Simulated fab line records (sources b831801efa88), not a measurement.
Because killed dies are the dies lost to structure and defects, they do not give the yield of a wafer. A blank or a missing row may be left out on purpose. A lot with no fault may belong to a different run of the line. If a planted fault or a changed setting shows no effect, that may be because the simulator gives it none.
Matching of chambers	flow sky130	SKY_VIA4_ETCH_12 on rieDiel-02 has 4 sister chambers
The step etches SiO2 in C4F8/O2/Ar, stops on TiN, target depth 580 nm. 8 wafers are shown with their chamber, then 7 later ones without.

== WAFERS WITH THEIR CHAMBER ==
wafer	chamber	oesProductAu (a.u.)
L085.5	1	0.922
L086.1	0	0.933
L086.6	1	0.931
L087.2	2	0.935
L087.4	3	0.925
L087.5	2	0.922
L088.3	3	0.930
L088.4	0	0.924

== WAFERS WITH NO CHAMBER GIVEN ==
wafer	oesProductAu (a.u.)
L088.5	0.927
L094.2	0.920
L094.3	0.930
L094.5	0.929
L095.4	0.927
L095.5	0.920
L095.6	0.922

== WHICH CHAMBER EACH WENT THROUGH ==
wafer	from the rows above	in truth
L088.5	can't be placed: 1 or 3 or 0 or 2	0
L094.2	can't be placed: 1 or 3 or 0 or 2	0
L094.3	can't be placed: 0 or 2 or 3 or 1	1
L094.5	can't be placed: 0 or 2 or 3 or 1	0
L095.4	can't be placed: 1 or 3 or 0 or 2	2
L095.5	can't be placed: 1 or 3 or 0 or 2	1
L095.6	can't be placed: 1 or 3 or 0 or 2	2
Correct placement for 0 of the 7. Can't be placed from these rows: 7 (the true chamber is among the candidates in 7). Placed wrongly: 0.
How it was worked out, from the rows above alone: a wafer's distance from a chamber is the root of the sum, over the readings, of the square of ((its reading less the chamber's mean) divided by the reading's scatter). The wafer belongs to the nearest chamber; if the next one is less than 2 further off, it can't be placed. Each chamber's mean is taken over the wafers shown for it. The scatter: the root of (the sum of the squares of (reading less its chamber's mean) over the shown wafers, divided by (wafers less chambers)).
